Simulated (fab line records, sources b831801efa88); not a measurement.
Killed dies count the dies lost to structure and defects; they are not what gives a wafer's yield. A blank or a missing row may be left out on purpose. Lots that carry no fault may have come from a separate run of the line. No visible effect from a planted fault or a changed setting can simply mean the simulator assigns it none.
Comparing a struck lot with a sound one    flow gf180mcu    25 steps out of a route of 602
Sound: wafers L120.3, L120.4, L120.6. Wafers struck: L110.2, L110.3, L110.4. The cause comes at the end.
For every step that has rows: the tool of each side, followed by ch and its chambers, followed by its first start. Under that, the readings that differ: sound wafers    struck wafers    difference of the means    sigmas: that difference in standard deviations of wafers without a fault.
alike: same words and numbers on both sides, and readings whose means sit less than 2 such deviations apart. not compared: any withheld reading, any reading some wafer has no value for, any bound like >300 that may hide the same value, and any number with overlapping values for which the record gives no deviation.
A row with sigmas, a row that says differs or no value, or rows on one side alone: a step with any of these is where the two part. When numbers do not overlap yet have no deviation, they are printed without sigmas and do not part them. A reading missing from all wafers of one side parts the sides only when that side holds two or more wafers.

first, 1 step without rows for these wafers: GF_VT_IMPLANT_IMPLANT_08.
GF_VT_IMPLANT_STRIP_09: strips in O2/N2.
  sound on plasmaAsher-04 ch 0,1, day 10 16:02; struck on plasmaAsher-01 ch 0,1, day 8 06:07
reading                   sound        struck       difference  sigmas
drypumpMotorCurrentA (A)  4.9 5.5 4.9  6.1 5.9 6.0  +0.9        +2
  alike: chamberPressureMTorr, heaterPowerW, o2FlowSccm, oesProductAu, stripTimeToEndpointS
  not compared: rfHoursCounterH
GF_VT_IMPLANT_TW_MEAS_10:
  sound: filmMetro-03 at day 10 16:08; struck: filmMetro-01 at day 8 06:13
  alike: VT_IMPLANT_TW
then, 7 steps without rows for these wafers: GF_VT_IMPLANT_DEHYDRATE_11 (time 60 s); GF_VT_IMPLANT_HMDS_12 (prime time 60 s); GF_VT_IMPLANT_COAT_13 (resist thk 1000 nm); GF_VT_IMPLANT_SOFTBAKE_14 (time 60 s); GF_VT_IMPLANT_EXPOSE_15 (exposes mask Nwell LV AREA, target cd 860 nm); GF_VT_IMPLANT_PEB_16; GF_VT_IMPLANT_DEVELOP_17 (develop time 60 s).
GF_VT_IMPLANT_OVL_MEAS_18:
  sound: overlay-01 at day 11 09:29; struck: overlay-02 at day 8 22:35
  alike: VT_IMPLANT_01_OVL
after that, 1 step had no rows for these wafers: GF_VT_IMPLANT_IMPLANT_19.
GF_VT_IMPLANT_STRIP_20: strips in O2/N2.
  sound on plasmaAsher-04 ch 0,1, day 11 09:41; struck on plasmaAsher-01 ch 0,1, day 8 22:46
  no value came back on the struck wafers for any of 6 readings (chamberPressureMTorr (mTorr), drypumpMotorCurrentA (A) and others); on the sound wafers chamberPressureMTorr (mTorr) reads 1501.3 1500.9 1497.3
reading                                         sound  struck          difference  sigmas
model.NOVOLAK_of_VT_IMPLANT_COAT_13.thkNm (nm)  0 0 0  1007 1006 1005  +1006       
  not compared: rfHoursCounterH
GF_VT_IMPLANT_TW_MEAS_21:
  sound: filmMetro-03 at day 11 09:46; struck: filmMetro-02 at day 8 22:52
  alike: VT_IMPLANT_2_TW
then, 7 steps without rows for these wafers: GF_VT_IMPLANT_DEHYDRATE_22 (time 60 s); GF_VT_IMPLANT_HMDS_23 (prime time 60 s); GF_VT_IMPLANT_COAT_24 (resist thk 1000 nm); GF_VT_IMPLANT_SOFTBAKE_25 (time 60 s); GF_VT_IMPLANT_EXPOSE_26 (exposes mask LVPWELL HV AREA, target cd 860 nm); GF_VT_IMPLANT_PEB_27; GF_VT_IMPLANT_DEVELOP_28 (develop time 60 s).
GF_VT_IMPLANT_OVL_MEAS_29:
  sound: overlay-01 at day 12 04:20; struck: overlay-02 at day 9 15:53
  alike: VT_IMPLANT_02_OVL
after that, 1 step had no rows for these wafers: GF_VT_IMPLANT_IMPLANT_30.
GF_VT_IMPLANT_STRIP_31: strips in O2/N2.
  sound on plasmaAsher-04 ch 0,1, day 12 04:32; struck on plasmaAsher-04 ch 0,1, day 9 16:04
reading                   sound              struck             difference  sigmas
stripTimeToEndpointS (s)  12.61 12.57 12.62  27.81 27.75 27.72  +15.16      +99 or more
  alike: chamberPressureMTorr, drypumpMotorCurrentA, heaterPowerW, o2FlowSccm, oesProductAu
  not compared: rfHoursCounterH
GF_VT_IMPLANT_TW_MEAS_32:
  sound: filmMetro-02 at day 12 04:38; struck: filmMetro-02 at day 9 16:23
reading          sound              struck          difference  sigmas
VT_IMPLANT_3_TW  272.1 271.8 271.5  30.3 30.2 30.3  -241.5      -99 or more
  not compared: hold

## WHERE THEY PART
Earliest at GF_VT_IMPLANT_STRIP_09; latest, in this record, at GF_VT_IMPLANT_TW_MEAS_32.

WHY: what had been put in by the simulator
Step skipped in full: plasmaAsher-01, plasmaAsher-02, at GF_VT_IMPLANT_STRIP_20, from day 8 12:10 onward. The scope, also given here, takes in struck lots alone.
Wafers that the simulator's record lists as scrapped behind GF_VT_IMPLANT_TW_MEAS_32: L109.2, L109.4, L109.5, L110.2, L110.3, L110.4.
